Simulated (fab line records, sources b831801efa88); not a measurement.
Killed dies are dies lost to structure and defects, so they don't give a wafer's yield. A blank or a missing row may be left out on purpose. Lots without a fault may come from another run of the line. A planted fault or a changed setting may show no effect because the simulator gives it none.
Which tool did it? | flow sky130 | 12 lots, 36 wafers sampled, at 5 steps of a route of 708

WHAT THE GAUGES READ, wafer by wafer
SKY_LI_CONTACT_THK_MEAS_23: measures by xrf.
lot  | measured     | on            | LI_CONTACT_W_THK (nm)
L858 | day 29 12:38 | film_metro-02 | 411 414 408
L862 | day 31 01:34 | film_metro-03 | 402 404 400
L863 | day 31 01:42 | film_metro-01 | 409 404 401
L861 | day 31 01:57 | film_metro-02 | 399 396 403
L864 | day 31 08:22 | film_metro-02 | 408 405 409
L866 | day 32 04:37 | film_metro-01 | 399 400 397
L868 | day 32 17:08 | film_metro-03 | 397 405 398
L867 | day 32 17:28 | film_metro-01 | 401 403 406
L872 | day 34 15:12 | film_metro-02 | 409 406 413
L874 | day 34 21:58 | film_metro-02 | 408 408 407
L879 | day 36 04:40 | film_metro-01 | 404 403 398
L880 | day 36 09:09 | film_metro-01 | 405 400 400

SKY_LOCAL_INTERCONNECT_CD_MEAS_11: target cd 170 nm.
lot  | measured     | on        | cd_nm (nm)
L858 | day 30 16:20 | cd_sem-01 | 168.8 168.6 169.1
L862 | day 32 05:58 | cd_sem-02 | 169.9 169.6 170.6
L863 | day 32 06:57 | cd_sem-01 | 170.5 170.5 171.5
L861 | day 32 06:58 | cd_sem-02 | 167.8 166.3 168.0
L864 | day 32 12:25 | cd_sem-02 | 171.0 173.8 172.3
L866 | day 33 08:19 | cd_sem-01 | 170.2 170.0 169.2
L868 | day 33 20:28 | cd_sem-01 | 169.9 170.8 170.8
L867 | day 33 21:25 | cd_sem-01 | 170.5 169.4 169.1
L872 | day 35 18:28 | cd_sem-02 | 170.5 170.4 171.2
L874 | day 36 00:49 | cd_sem-02 | 166.7 165.9 166.3
L879 | day 37 06:50 | cd_sem-02 | 168.2 168.4 169.9
L880 | day 37 12:18 | cd_sem-02 | 171.3 172.0 171.1

SKY_CONTACT_BOW_MEAS_05.
lot  | measured     | on            | CONTACT_BOW (um)
L858 | day 30 17:46 | film_metro-04 | 80 78 87
L862 | day 32 07:20 | film_metro-01 | 86 87 85
L863 | day 32 08:22 | film_metro-04 | 89 74 76
L861 | day 32 08:27 | film_metro-02 | 81 89 80
L864 | day 32 13:48 | film_metro-02 | 92 95 89
L866 | day 33 09:42 | film_metro-01 | 87 91 72
L868 | day 33 21:50 | film_metro-02 | 81 77 81
L867 | day 33 22:52 | film_metro-01 | 69 79 95
L872 | day 35 19:53 | film_metro-04 | 84 80 80
L874 | day 36 02:14 | film_metro-01 | 74 86 74
L879 | day 37 08:26 | film_metro-01 | 82 88 82
L880 | day 37 13:44 | film_metro-04 | 86 68 85

SKY_CONTACT_CD_MEAS_14: target cd 170 nm.
lot  | measured     | on        | cd_nm (nm)
L858 | day 31 21:32 | cd_sem-01 | 168.1 168.6 169.7
L862 | day 33 10:08 | cd_sem-01 | 170.9 170.3 170.6
L863 | day 33 11:20 | cd_sem-01 | 167.4 168.5 167.9
L861 | day 33 12:10 | cd_sem-01 | 170.2 170.4 170.0
L864 | day 33 15:47 | cd_sem-02 | 171.2 171.3 172.5
L866 | day 34 13:07 | cd_sem-02 | 168.8 169.4 169.9
L868 | day 35 01:40 | cd_sem-02 | 168.5 167.9 167.9
L867 | day 35 02:20 | cd_sem-02 | 167.6 168.9 169.5
L872 | day 36 21:05 | cd_sem-02 | 170.7 169.5 171.3
L874 | day 37 04:24 | cd_sem-02 | 170.7 170.8 168.9
L879 | day 38 09:27 | cd_sem-02 | 155.8 157.8 156.5 155.9 158.0 156.7
L880 | day 38 15:35 | cd_sem-02 | 155.4 157.3 156.8 155.3 157.4 156.8

WHICH TOOL RAN EACH LOT (tool, then ch and the chambers of the sampled wafers, then the start)
lot  | SKY_CONTACT_EXPOSE_11
L858 | krf_scanner-02 ch 0, day 31 07:50
L862 | krf_scanner-02 ch 0, day 32 20:41
L863 | krf_scanner-01 ch 0, day 32 21:47
L861 | krf_scanner-02 ch 0, day 32 22:38
L864 | krf_scanner-01 ch 0, day 33 03:10
L866 | krf_scanner-02 ch 0, day 33 23:05
L868 | krf_scanner-01 ch 0, day 34 11:48
L867 | krf_scanner-01 ch 0, day 34 12:46
L872 | krf_scanner-01 ch 0, day 36 08:38
L874 | krf_scanner-02 ch 0, day 36 15:18
L879 | krf_scanner-02 ch 0, day 37 21:26
L880 | krf_scanner-02 ch 0, day 38 03:15
- SKY_CONTACT_EXPOSE_11: exposes mask CTM1, target cd 170 nm.

WHAT THE TOOLS THEMSELVES READ (means of the sampled wafers that have a number; where no wafer has one, the mark that the record gives instead)
SKY_CONTACT_EXPOSE_11.
lot  | tool           | exposure_dose_mJ_cm2 | reticle_temp_C (C) | stage_vel_mm_s (mm/s)
L858 | krf_scanner-02 | 37.96                | 22.97              | 500.00
L862 | krf_scanner-02 | 38.02                | 23.04              | 500.13
L863 | krf_scanner-01 | 37.94                | 23.14              | 499.97
L861 | krf_scanner-02 | 37.88                | 22.99              | 499.91
L864 | krf_scanner-01 | 37.98                | 22.97              | 499.63
L866 | krf_scanner-02 | 37.95                | 22.97              | 500.00
L868 | krf_scanner-01 | 37.95                | 22.98              | 500.33
L867 | krf_scanner-01 | 37.94                | 22.95              | 499.84
L872 | krf_scanner-01 | 37.93                | 23.06              | 499.69
L874 | krf_scanner-02 | 37.90                | 23.08              | 500.15
L879 | krf_scanner-02 | 35.16                | 23.00              | 500.12
L880 | krf_scanner-02 | 35.13                | 22.98              | 499.68

THE ANSWER, worked out from the rows above alone
Rule: what is usual is taken from the lots themselves. Put in order of their means at a reading, lots are off if they are a third of the lots or fewer, leave a main group of 4 or more, and stand apart from it by a gap of 3 or more times the standard deviation of the main group's means; of several such gaps the widest counts. A main group whose means are all the same, to the digits that the tables above print for the reading, isn't used. A lot without any number at a reading at which 4 lots or more have one is off too. The other lots that the step has rows for count as sound. The gauges are gone through in route order, then the tools' own readings, and for those a lot's mean is taken as printed above. The first step at which some lot is off is used, and at that step the reading that is off furthest; a lot without a number counts as furthest.
Off: L879, L880, at SKY_CONTACT_CD_MEAS_14 (cd_nm). The main group: mean 169.6 nm, standard deviation 1.2.
A tool fits if, at a process step before that reading, it ran every lot that is off, and no sound lot after the first of them. The gauges at SKY_CONTACT_CD_MEAS_14 aren't tried: what is off there is off at SKY_CONTACT_EXPOSE_11 too, on other tools, and a gauge's error can't cause that. One fits: krf_scanner-02 at SKY_CONTACT_EXPOSE_11. Its last sound lot is L874 (day 36 15:18), its first lot that is off L879 (day 37 21:26): a fault that began between those two fits.
The tool's own readings at SKY_CONTACT_EXPOSE_11 bear it out: on the lots that are off they differ by more than 5 times the standard deviation of the sound lots' means. exposure_dose_mJ_cm2 reads 35.14 there against 37.95 on the sound lots.

WHAT THE SIMULATOR HAD PUT IN
Process parameter drift: krf_scanner-02, from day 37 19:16 on, at SKY_CONTACT_EXPOSE_11. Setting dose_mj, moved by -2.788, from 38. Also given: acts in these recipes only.
Lots struck among those shown: L879, L880. The rule above found the same.
